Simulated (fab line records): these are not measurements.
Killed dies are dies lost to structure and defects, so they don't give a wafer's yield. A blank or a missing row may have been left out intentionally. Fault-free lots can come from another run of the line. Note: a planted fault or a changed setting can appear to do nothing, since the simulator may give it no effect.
fab line records + flow sky130
[record]
- lots = 12
- wafers = 36
- last-day = 50
route steps=708 shown METAL3@533 CAPM@538 VIA3@593 PAD_OPEN@708
lots that met no fault: taken from a fault-free run of the same line
start-h: hours from the record's first day to the start of the lot's first wafer shown + wait-h: hours elapsed since this lot's preceding step + " repeats the value in the row above + L1.1+2: several wafers, shown together as one row + - no value present, or no start provided + * or withheld: withheld + < > ~ a bound
route shown NAME@n: NAME is a module with steps in the file, n the number in the route of the first one + usual: mean and standard deviation over wafers with no fault + same: alike in all rows + chamber/n: place in a boat + sites: the reading at each site + _std_site: standard deviation across them + _edge_site: the outer-site mean with the inner-site mean subtracted + radius-mm: how far each site lies from the wafer's centre + mask NAME#n: copy n + behind: the tool/chamber that last shaped the wafer + hold: why the lot was held/for how many hours/how that ended + device: whichever transistor did not switch (one of n, p or np) + end of line: tests run on the same wafers once the route is complete + a step given without rows: its recipe and nothing more + killed: dies that structure and defects cost at the first sort, which is not the same as the wafer's yield + map: a wafer's dies, marking killed ones x, the rest . and places with no die _
set.NAME: the setting the step ran with; set.NAME@STEP: the setting that earlier step ran with + model.NAME: the simulator's own value behind a step, which no gauge read
one table for each step of the route and one row for each wafer, over a sample of lots
services: from which hour (start-h, from the record's first day; less than 0 if before it) a tool's chamber was out of use, for how many hours, and why
[[steps]]
[step SKY_METAL3_SPUTTER_01]
[recipe]
- material = TiN
- target-thk-nm = 20
- power-w = 6500
- time-s = 16.7
- chamber-pressure-pa = 0.4
[usual]
- cathode-dc-power-W = 6500.0/1.3
- throttle-valve-pct = 29.8/0.71
| lot.wafer | tool           | chamber | start-h | wait-h | cathode-dc-power-W | throttle-valve-pct |
|-----------|----------------|---------|---------|--------|--------------------|--------------------|
| L722.4    | pvd-sputter-01 | -       | 851.15  | 0.0    | 6497.1             | 29.4               |
| L722.5    | "              | -       | "       | "      | 6502.0             | 29.5               |
| L722.6    | "              | -       | "       | "      | 6502.1             | 30.7               |
| L723.4    | pvd-sputter-04 | -       | 858.12  | 0.0    | 6498.1             | 28.9               |
| L723.5    | "              | -       | "       | "      | 6499.1             | 30.3               |
| L723.6    | "              | -       | "       | "      | 6501.8             | 30.0               |
| L724.1    | pvd-sputter-01 | -       | 877.08  | 0.0    | 6498.1             | 29.7               |
| L724.4    | "              | -       | "       | "      | 6499.9             | 30.5               |
| L724.6    | "              | -       | "       | "      | 6502.0             | 30.0               |
| L726.3    | pvd-sputter-04 | -       | 887.48  | 0.0    | 6501.9             | 29.6               |
| L726.4    | "              | -       | "       | "      | 6502.9             | 30.3               |
| L726.6    | "              | -       | "       | "      | 6500.7             | 29.7               |
| L729.3    | pvd-sputter-04 | -       | 904.58  | 0.0    | 6501.4             | 30.2               |
| L729.4    | "              | -       | "       | "      | 6501.4             | 28.8               |
| L729.6    | "              | -       | "       | "      | 6500.0             | 29.7               |
| L733.1    | pvd-sputter-01 | -       | 930.26  | 0.0    | 6500.2             | 31.0               |
| L733.4    | "              | -       | "       | "      | 6500.6             | 29.6               |
| L733.5    | "              | -       | "       | "      | 6501.1             | 30.1               |
| L734.3    | pvd-sputter-04 | -       | 949.63  | 0.0    | 6499.1             | 29.6               |
| L734.4    | "              | -       | "       | "      | 6499.5             | 28.9               |
| L734.6    | "              | -       | "       | "      | 6498.4             | 29.8               |
| L735.3    | pvd-sputter-04 | -       | 952.21  | 0.0    | 6500.2             | 29.5               |
| L735.5    | "              | -       | "       | "      | 6501.8             | 29.9               |
| L735.6    | "              | -       | "       | "      | 6500.7             | 29.4               |
| L737.4    | pvd-sputter-01 | -       | 958.71  | 0.0    | 6501.1             | 29.3               |
| L737.5    | "              | -       | "       | "      | 6499.1             | 29.2               |
| L737.6    | "              | -       | "       | "      | 6499.8             | 30.1               |
| L740.1    | pvd-sputter-03 | -       | 991.48  | 0.0    | 6500.0             | 30.3               |
| L740.5    | "              | -       | "       | "      | 6500.4             | 31.1               |
| L740.6    | "              | -       | "       | "      | 6500.1             | 30.8               |
| L741.1    | pvd-sputter-04 | -       | 995.05  | 0.0    | 6500.5             | 30.3               |
| L741.3    | "              | -       | "       | "      | 6500.8             | 30.3               |
| L741.5    | "              | -       | "       | "      | 6501.3             | 29.4               |
| L745.1    | pvd-sputter-03 | -       | 1030.10 | 0.0    | 6498.3             | 30.9               |
| L745.2    | "              | -       | "       | "      | 6500.3             | 30.4               |
| L745.4    | "              | -       | "       | "      | 6498.6             | 28.7               |
[step SKY_CAPM_THK_MEAS_01]
[recipe]
- reads = SiO2_of_CAPM_CVD_00
[usual]
- CAPM_CVD_00_THK = 15.53/0.21
| lot.wafer | tool          | chamber | start-h | wait-h | CAPM_CVD_00_THK[nm] |
|-----------|---------------|---------|---------|--------|---------------------|
| L722.4    | film-metro-02 | -       | 851.33  | -      | 15.73               |
| L722.5    | "             | -       | "       | "      | 16.02               |
| L722.6    | "             | -       | "       | "      | 15.87               |
| L723.4    | film-metro-01 | -       | 858.30  | -      | 15.60               |
| L723.5    | "             | -       | "       | "      | 15.47               |
| L723.6    | "             | -       | "       | "      | 15.69               |
| L724.1    | film-metro-01 | -       | 877.23  | -      | 15.41               |
| L724.4    | "             | -       | "       | "      | 15.79               |
| L724.6    | "             | -       | "       | "      | 15.81               |
| L726.3    | film-metro-04 | -       | 887.65  | -      | 15.47               |
| L726.4    | "             | -       | "       | "      | 15.65               |
| L726.6    | "             | -       | "       | "      | 15.92               |
| L729.3    | film-metro-04 | -       | 904.76  | -      | 15.31               |
| L729.4    | "             | -       | "       | "      | 15.77               |
| L729.6    | "             | -       | "       | "      | 15.46               |
| L733.1    | film-metro-04 | -       | 930.41  | -      | 15.56               |
| L733.4    | "             | -       | "       | "      | 15.53               |
| L733.5    | "             | -       | "       | "      | 15.57               |
| L734.3    | film-metro-01 | -       | 949.81  | -      | 15.42               |
| L734.4    | "             | -       | "       | "      | 15.96               |
| L734.6    | "             | -       | "       | "      | 15.65               |
| L735.3    | film-metro-01 | -       | 952.38  | -      | 15.63               |
| L735.5    | "             | -       | "       | "      | 15.76               |
| L735.6    | "             | -       | "       | "      | 15.64               |
| L737.4    | film-metro-02 | -       | 958.89  | -      | 15.85               |
| L737.5    | "             | -       | "       | "      | 15.75               |
| L737.6    | "             | -       | "       | "      | 15.78               |
| L740.1    | film-metro-01 | -       | 991.64  | -      | 15.18               |
| L740.5    | "             | -       | "       | "      | 15.65               |
| L740.6    | "             | -       | "       | "      | 15.63               |
| L741.1    | film-metro-04 | -       | 995.21  | -      | 15.54               |
| L741.3    | "             | -       | "       | "      | 15.54               |
| L741.5    | "             | -       | "       | "      | 15.65               |
| L745.1    | film-metro-02 | -       | 1030.27 | -      | 15.38               |
| L745.2    | "             | -       | "       | "      | 15.33               |
| L745.4    | "             | -       | "       | "      | 15.90               |
[step SKY_CAPM_STRIP_14]
[recipe]
- chemistry = O2/N2
- power-w = 1400
- pressure-mtorr = 1500
- platen-temp-c = withheld
- o2-flow-sccm = 3000
- n2-flow-sccm = 300
- overash-fraction = 0.5
[usual]
- chamber-pressure-mTorr = 1500.0/1.4
- drypump-motor-current-A = 5.9/0.31
- oes-product-au = 0.711/0.0047
- strip-time-to-endpoint-s = 12.62/0.048
| lot.wafer | tool            | chamber | start-h | wait-h | chamber-pressure-mTorr | drypump-motor-current-A | oes-product-au | rf-hours-counter-h | strip-time-to-endpoint-s |
|-----------|-----------------|---------|---------|--------|------------------------|-------------------------|----------------|--------------------|--------------------------|
| L722.4    | plasma-asher-04 | 0       | 876.79  | 0.1    | 1500.7                 | 5.5                     | 0.710          | -                  | 12.62                    |
| L722.5    | "               | 1       | "       | "      | 1500.9                 | 6.1                     | 0.711          | -                  | 12.58                    |
| L722.6    | "               | 0       | "       | "      | 1499.4                 | 5.5                     | 0.709          | -                  | 12.62                    |
| L723.4    | plasma-asher-02 | 0       | 885.34  | 0.1    | 1500.6                 | 5.9                     | 0.716          | -                  | 12.68                    |
| L723.5    | "               | 1       | "       | "      | 1499.6                 | 6.3                     | 0.713          | -                  | 12.64                    |
| L723.6    | "               | 0       | "       | "      | 1501.4                 | 5.9                     | 0.718          | -                  | 12.58                    |
| L724.1    | plasma-asher-03 | 1       | 903.44  | 0.1    | -                      | -                       | -              | -                  | -                        |
| L724.4    | "               | 1       | "       | "      | -                      | -                       | -              | -                  | -                        |
| L724.6    | "               | 0       | "       | "      | -                      | -                       | -              | -                  | -                        |
| L726.3    | plasma-asher-03 | 1       | 913.33  | 0.1    | -                      | -                       | -              | -                  | -                        |
| L726.4    | "               | 0       | "       | "      | -                      | -                       | -              | -                  | -                        |
| L726.6    | "               | 1       | "       | "      | -                      | -                       | -              | -                  | -                        |
| L729.3    | plasma-asher-03 | 0       | 930.33  | 0.1    | 1498.9                 | 6.1                     | 0.711          | -                  | 12.56                    |
| L729.4    | "               | 1       | "       | "      | 1501.8                 | 5.4                     | 0.703          | -                  | 12.64                    |
| L729.6    | "               | 0       | "       | "      | 1499.2                 | 6.1                     | 0.712          | -                  | 12.60                    |
| L733.1    | plasma-asher-03 | 1       | 956.04  | 0.1    | 1502.1                 | 5.4                     | 0.710          | 53                 | 12.66                    |
| L733.4    | "               | 1       | "       | "      | 1501.3                 | 5.4                     | 0.706          | -                  | 12.61                    |
| L733.5    | "               | 1       | "       | "      | 1500.3                 | 5.5                     | 0.711          | -                  | 12.58                    |
| L734.3    | plasma-asher-02 | 1       | 973.98  | 0.1    | 1498.6                 | 6.3                     | 0.714          | -                  | 12.61                    |
| L734.4    | "               | 0       | "       | "      | 1500.8                 | 5.9                     | 0.714          | -                  | 12.61                    |
| L734.6    | "               | 0       | "       | "      | 1501.0                 | 5.9                     | 0.710          | -                  | 12.65                    |
| L735.3    | plasma-asher-03 | 0       | 977.43  | 0.1    | 1499.6                 | 6.1                     | 0.707          | -                  | 12.56                    |
| L735.5    | "               | 1       | "       | "      | 1500.3                 | 5.4                     | 0.716          | -                  | 12.62                    |
| L735.6    | "               | 0       | "       | "      | 1502.4                 | 6.1                     | 0.714          | -                  | 12.60                    |
| L737.4    | plasma-asher-03 | 1       | 984.19  | 0.1    | 1499.1                 | 5.4                     | 0.709          | -                  | 12.63                    |
| L737.5    | "               | 1       | "       | "      | 1500.9                 | 5.4                     | 0.708          | -                  | 12.64                    |
| L737.6    | "               | 0       | "       | "      | 1500.2                 | 6.1                     | 0.713          | -                  | 12.60                    |
| L740.1    | plasma-asher-03 | 1       | 1016.01 | 0.1    | 1496.3                 | 5.4                     | 0.714          | 59                 | 12.61                    |
| L740.5    | "               | 1       | "       | "      | 1501.3                 | 5.4                     | 0.712          | -                  | 12.62                    |
| L740.6    | "               | 0       | "       | "      | 1502.7                 | 6.1                     | 0.706          | -                  | 12.54                    |
| L741.1    | plasma-asher-03 | 0       | 1018.61 | 0.1    | 1497.4                 | 6.1                     | 0.722          | 59                 | 12.68                    |
| L741.3    | "               | 1       | "       | "      | 1499.1                 | 5.4                     | 0.708          | -                  | 12.66                    |
| L741.5    | "               | 1       | "       | "      | 1497.7                 | 5.4                     | 0.703          | -                  | 12.65                    |
| L745.1    | plasma-asher-03 | 0       | 1053.19 | 0.1    | 1499.3                 | 6.1                     | 0.707          | 62                 | 12.74                    |
| L745.2    | "               | 1       | "       | "      | 1499.4                 | 5.4                     | 0.705          | 62                 | 12.64                    |
| L745.4    | "               | 1       | "       | "      | 1499.1                 | 5.4                     | 0.710          | -                  | 12.65                    |
[step SKY_VIA3_SPUTTER_20]
[recipe]
- material = TiN
- target-thk-nm = 20
- chamber-pressure-pa = 5
- power-w = 4000
- time-s = 80
[usual]
- cathode-dc-power-W = 4000.0/0.71
- throttle-valve-pct = 29.9/0.88
| lot.wafer | tool           | chamber | start-h | wait-h | cathode-dc-power-W | throttle-valve-pct |
|-----------|----------------|---------|---------|--------|--------------------|--------------------|
| L722.4    | pvd-sputter-03 | -       | 931.44  | 0.0    | 3999.7             | 30.6               |
| L722.5    | "              | -       | "       | "      | 4000.9             | 30.6               |
| L722.6    | "              | -       | "       | "      | 3999.4             | 28.8               |
| L723.4    | pvd-sputter-02 | -       | 939.50  | 0.0    | 3999.6             | 30.1               |
| L723.5    | "              | -       | "       | "      | 3999.5             | 31.6               |
| L723.6    | "              | -       | "       | "      | 4001.0             | 28.3               |
| L729.3    | pvd-sputter-04 | -       | 983.01  | 0.0    | 4000.4             | 29.5               |
| L729.4    | "              | -       | "       | "      | 3999.7             | 30.2               |
| L729.6    | "              | -       | "       | "      | 4000.1             | 30.3               |
| L733.1    | pvd-sputter-03 | -       | 1008.24 | 0.0    | 3999.8             | 30.9               |
| L733.4    | "              | -       | "       | "      | 3999.7             | 30.0               |
| L733.5    | "              | -       | "       | "      | 4000.7             | 30.4               |
| L734.3    | pvd-sputter-03 | -       | 1025.15 | 0.0    | 4000.0             | 30.8               |
| L734.4    | "              | -       | "       | "      | 4000.2             | 30.0               |
| L734.6    | "              | -       | "       | "      | 4000.4             | 30.3               |
| L735.3    | pvd-sputter-04 | -       | 1028.62 | 0.0    | 4001.5             | 30.4               |
| L735.5    | "              | -       | "       | "      | 4000.5             | 28.8               |
| L735.6    | "              | -       | "       | "      | 3999.4             | 29.6               |
| L737.4    | pvd-sputter-02 | -       | 1035.22 | 0.0    | 3999.8             | 31.6               |
| L737.5    | "              | -       | "       | "      | 3999.2             | 31.7               |
| L737.6    | "              | -       | "       | "      | 3999.7             | 30.0               |
| L740.1    | pvd-sputter-04 | -       | 1064.95 | 0.0    | 4000.7             | 30.3               |
| L740.5    | "              | -       | "       | "      | 3999.4             | 30.3               |
| L740.6    | "              | -       | "       | "      | 4000.9             | 29.5               |
| L741.1    | pvd-sputter-03 | -       | 1067.18 | 0.0    | 4000.2             | 30.7               |
| L741.3    | "              | -       | "       | "      | 4000.4             | 30.4               |
| L741.5    | "              | -       | "       | "      | 4000.6             | 28.4               |
| L745.1    | pvd-sputter-03 | -       | 1098.86 | 0.0    | 3998.1             | 30.0               |
| L745.2    | "              | -       | "       | "      | 4000.1             | 28.6               |
| L745.4    | "              | -       | "       | "      | 3999.8             | 31.0               |
[step SKY_PAD_OPEN_PROBE_99]
[usual]
- defect-limited-yield = 82.8/2
- killed_at_M0_to_M3 = 43/6.4
- killed_at_M4_up = 3.1/2
- killed-at-contacts = 24/5.2
- killed-at-front-end = 15/4.3
- killed-at-other = 0.2/0.48
- killed-dies = 85/9.7
- killed-on-rim = 17/4.2
- killed-open = 47/6.9
- killed-short = 38/6.7
- sort_bin_3_pad_short = 0.9/0.48
- sort_bin_5_function = 10.3/1.6
- sort_bin_6_memory = 6.1/0.97
- sort-n-pass = 407/9.7
- sort-yield-pct = 82.8/2
[same]
- gross-dies = 492
- killed-at-back-side = 0
- sort_bin_4_leakage[%] = 0
- sort_bin_8_speed[%] = 0
| lot.wafer | tool      | chamber | start-h | wait-h | defect-limited-yield[%] | killed_at_M0_to_M3 | killed_at_M4_up | killed-at-contacts | killed-at-front-end | killed-at-other | killed-dies | killed-on-rim | killed-open | killed-short | sort_bin_3_pad_short[%] | sort_bin_5_function[%] | sort_bin_6_memory[%] | sort-n-pass | sort-yield-pct[%] |
|-----------|-----------|---------|---------|--------|-------------------------|--------------------|-----------------|--------------------|---------------------|-----------------|-------------|---------------|-------------|--------------|-------------------------|------------------------|----------------------|-------------|-------------------|
| L724.1    | prober-01 | -       | 1103.90 | 0.1    | 0.4                     | 14                 | 0               | 4                  | 1                   | 471             | 490         | 95            | 14          | 5            | 22.8                    | 74.6                   | 2.2                  | 2           | 0.4               |
| L724.4    | prober-01 | -       | 1104.05 | 0.2    | 0.2                     | 10                 | 0               | 6                  | 2                   | 473             | 491         | 96            | 10          | 8            | 25.0                    | 71.3                   | 3.5                  | 1           | 0.2               |
| L724.6    | prober-01 | -       | 1104.15 | 0.2    | 0.4                     | 9                  | 0               | 7                  | 3                   | 471             | 490         | 96            | 10          | 10           | 25.6                    | 71.3                   | 2.6                  | 2           | 0.4               |
| L726.3    | prober-02 | -       | 1110.25 | 0.2    | 0.4                     | 8                  | 0               | 4                  | 2                   | 476             | 490         | 95            | 10          | 4            | 19.7                    | 77.6                   | 2.2                  | 2           | 0.4               |
| L726.4    | prober-02 | -       | 1110.30 | 0.2    | 0.2                     | 9                  | 0               | 2                  | 2                   | 478             | 491         | 96            | 8           | 5            | 24.4                    | 73.6                   | 1.8                  | 1           | 0.2               |
| L726.6    | prober-02 | -       | 1110.40 | 0.2    | 0                       | 18                 | 0               | 5                  | 3                   | 466             | 492         | 96            | 15          | 11           | 22.2                    | 75.4                   | 2.4                  | 0           | 0                 |
| L733.1    | prober-01 | -       | 1144.25 | 0.1    | 82.3                    | 43                 | 2               | 23                 | 19                  | 0               | 87          | 16            | 54          | 33           | 0.4                     | 11.2                   | 6.1                  | 405         | 82.3              |
| L733.4    | prober-01 | -       | 1144.40 | 0.2    | 79.5                    | 53                 | 5               | 23                 | 20                  | 0               | 101         | 16            | 59          | 42           | 1.0                     | 12.8                   | 6.7                  | 391         | 79.5              |
| L733.5    | prober-01 | -       | 1144.45 | 0.2    | 84.1                    | 29                 | 3               | 26                 | 20                  | 0               | 78          | 25            | 40          | 38           | 1.6                     | 7.3                    | 6.9                  | 414         | 84.1              |
| L740.1    | prober-02 | -       | 1187.96 | 0.1    | 85.4                    | 38                 | 1               | 23                 | 10                  | 0               | 72          | 14            | 38          | 34           | 1.0                     | 8.3                    | 5.3                  | 420         | 85.4              |
| L740.5    | prober-02 | -       | 1188.16 | 0.2    | 80.9                    | 53                 | 1               | 24                 | 15                  | 1               | 94          | 17            | 47          | 47           | 0.8                     | 12.8                   | 5.5                  | 398         | 80.9              |
| L740.6    | prober-02 | -       | 1188.21 | 0.2    | 83.7                    | 36                 | 4               | 27                 | 13                  | 0               | 80          | 14            | 52          | 28           | 0.8                     | 10.6                   | 4.9                  | 412         | 83.7              |
// killed by level:class
L724.1 CAPM:plasma-strip-residue=471 VIA1:geometric-particle:open=5 VIA3:geometric-particle:open=3 VIA2:geometric-particle:open=3 METAL2:geometric-particle:short=2 POLY_GATE:geometric-particle:open=1 LI_CONTACT:geometric-particle:short=1 LI_CONTACT:geometric-particle:open=1
L724.4 CAPM:plasma-strip-residue=473 METAL3:geometric-particle:short=3 LI_CONTACT:geometric-particle:open=2 CONTACT:geometric-particle:short=2 CONTACT:geometric-particle:open=2 VIA1:geometric-particle:short=2 VIA2:geometric-particle:open=2 FIELD_ISO:geometric-particle:open=1
L724.6 CAPM:plasma-strip-residue=470 LI_CONTACT:geometric-particle:open=4 CONTACT:geometric-particle:open=2 METAL1:geometric-particle:short=2 VIA1:geometric-particle:open=2 GATE_OXIDE:geometric-particle:short=1 POLY_GATE:geometric-particle:open=1 SPACER:geometric-particle:short=1
L726.3 CAPM:plasma-strip-residue=476 CONTACT:geometric-particle:open=2 VIA1:geometric-particle:open=2 VIA3:geometric-particle:open=2 FIELD_ISO:geometric-particle:short=1 POLY_GATE:geometric-particle:open=1 LI_CONTACT:geometric-particle:open=1 LOCAL_INTERCONNECT:geometric-particle:open=1
L726.4 CAPM:plasma-strip-residue=478 VIA1:geometric-particle:open=4 VIA2:geometric-particle:open=2 FIELD_ISO:geometric-particle:short=1 POLY_GATE:geometric-particle:open=1 LOCAL_INTERCONNECT:geometric-particle:short=1 CONTACT:geometric-particle:short=1 METAL1:geometric-particle:short=1
L726.6 CAPM:plasma-strip-residue=466 METAL2:geometric-particle:open=4 VIA1:geometric-particle:open=3 VIA2:geometric-particle:short=3 VIA3:geometric-particle:short=3 POLY_GATE:geometric-particle:open=2 LOCAL_INTERCONNECT:geometric-particle:short=2 VIA3:geometric-particle:open=2
L733.1 VIA1:geometric-particle:open=11 CONTACT:geometric-particle:open=8 LI_CONTACT:geometric-particle:open=7 VIA2:geometric-particle:short=7 POLY_GATE:geometric-particle:open=6 METAL2:geometric-particle:short=6 VIA2:geometric-particle:open=6 VIA3:geometric-particle:open=5
L733.4 VIA1:geometric-particle:open=11 CONTACT:geometric-particle:open=10 VIA2:geometric-particle:open=10 VIA3:geometric-particle:open=8 VIA1:geometric-particle:short=7 LI_CONTACT:geometric-particle:short=6 FIELD_ISO:geometric-particle:short=5 METAL1:geometric-particle:open=5
L733.5 LI_CONTACT:geometric-particle:open=9 FIELD_ISO:geometric-particle:short=7 CONTACT:geometric-particle:open=6 LOCAL_INTERCONNECT:geometric-particle:short=5 VIA1:geometric-particle:open=5 VIA3:geometric-particle:open=5 POLY_GATE:geometric-particle:short=4 VIA1:geometric-particle:short=4
L740.1 VIA1:geometric-particle:open=10 VIA3:geometric-particle:open=8 CONTACT:geometric-particle:open=7 FIELD_ISO:geometric-particle:short=5 METAL1:geometric-particle:short=5 LI_CONTACT:geometric-particle:open=5 METAL2:geometric-particle:short=4 LOCAL_INTERCONNECT:geometric-particle:short=4
L740.5 VIA1:geometric-particle:open=13 METAL2:geometric-particle:short=13 LOCAL_INTERCONNECT:geometric-particle:short=9 VIA2:geometric-particle:open=7 FIELD_ISO:geometric-particle:short=5 CONTACT:geometric-particle:open=5 CONTACT:geometric-particle:short=4 VIA3:geometric-particle:open=4
L740.6 CONTACT:geometric-particle:open=11 VIA1:geometric-particle:open=10 LI_CONTACT:geometric-particle:open=7 VIA2:geometric-particle:open=7 VIA3:geometric-particle:short=5 POLY_GATE:geometric-particle:open=4 FIELD_ISO:geometric-particle:short=3 FIELD_ISO:geometric-particle:open=3
[[services]]
| tool            | chamber | start-h | hours | kind                   |
|-----------------|---------|---------|-------|------------------------|
| pvd-sputter-03  | -       | 844.64  | 3.2   | repair                 |
| plasma-asher-03 | -       | 845.12  | 4.8   | repair                 |
| pvd-sputter-04  | -       | 846.22  | 5.2   | repair                 |
| pvd-sputter-01  | -       | 879.24  | 2.2   | repair                 |
| plasma-asher-02 | -       | 894.69  | 10.6  | repair                 |
| pvd-sputter-03  | 0       | 898.97  | -     | consumable-replace:kit |
| pvd-sputter-03  | 0       | 898.97  | 18.0  | scheduled-down         |
| pvd-sputter-03  | 0       | 898.97  | 18.0  | vent-cycle             |
| pvd-sputter-04  | -       | 905.25  | 12.4  | repair                 |
| pvd-sputter-02  | -       | 937.49  | 1.6   | repair                 |
| pvd-sputter-04  | 3       | 945.76  | -     | consumable-replace:kit |
| pvd-sputter-04  | 3       | 945.76  | 18.0  | scheduled-down         |
| pvd-sputter-04  | 3       | 945.76  | 18.0  | vent-cycle             |
| pvd-sputter-03  | -       | 997.27  | 1.2   | repair                 |
| pvd-sputter-01  | -       | 1000.03 | 7.2   | repair                 |
| pvd-sputter-02  | -       | 1043.53 | 17.0  | repair                 |
| pvd-sputter-03  | 3       | 1044.10 | -     | consumable-replace:kit |
| pvd-sputter-03  | 3       | 1044.10 | 18.0  | scheduled-down         |
| pvd-sputter-04  | 2       | 1063.01 | -     | consumable-replace:kit |
| pvd-sputter-04  | 2       | 1063.01 | 18.0  | scheduled-down         |
| pvd-sputter-04  | 2       | 1063.01 | 18.0  | vent-cycle             |
| pvd-sputter-04  | -       | 1072.02 | 5.4   | repair                 |
| pvd-sputter-02  | -       | 1080.21 | 1.8   | repair                 |
| plasma-asher-03 | -       | 1085.22 | 2.8   | pm                     |
[[key]]
[first-sign]
- step = SKY_CAPM_STRIP_14
- reading = tool-record
- direction = missing
[effect]
- step = SKY_PAD_OPEN_PROBE_99
- reading = killed-at-other
- direction = up
- sigmas = 99+
- usual = 0.2
- struck = 472.5
met-at SKY_CAPM_STRIP_14
struck-lots L724,L726
later-rows-left-out L724.1,L724.4,L724.6,L726.3,L726.4,L726.6
not-acting-at SKY_METAL3_SPUTTER_01,SKY_CAPM_THK_MEAS_01,SKY_VIA3_SPUTTER_20
[fault]
- kind = skipped-step-whole
- tool = plasma-asher-03
- chamber = -
- onset-h = 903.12
- steps = SKY_CAPM_STRIP_14
- scope = struck-lots-only
// later-rows-left-out: the simulator's readings of these wafers behind a module that went badly wrong aren't trusted and aren't shown, but for the sort
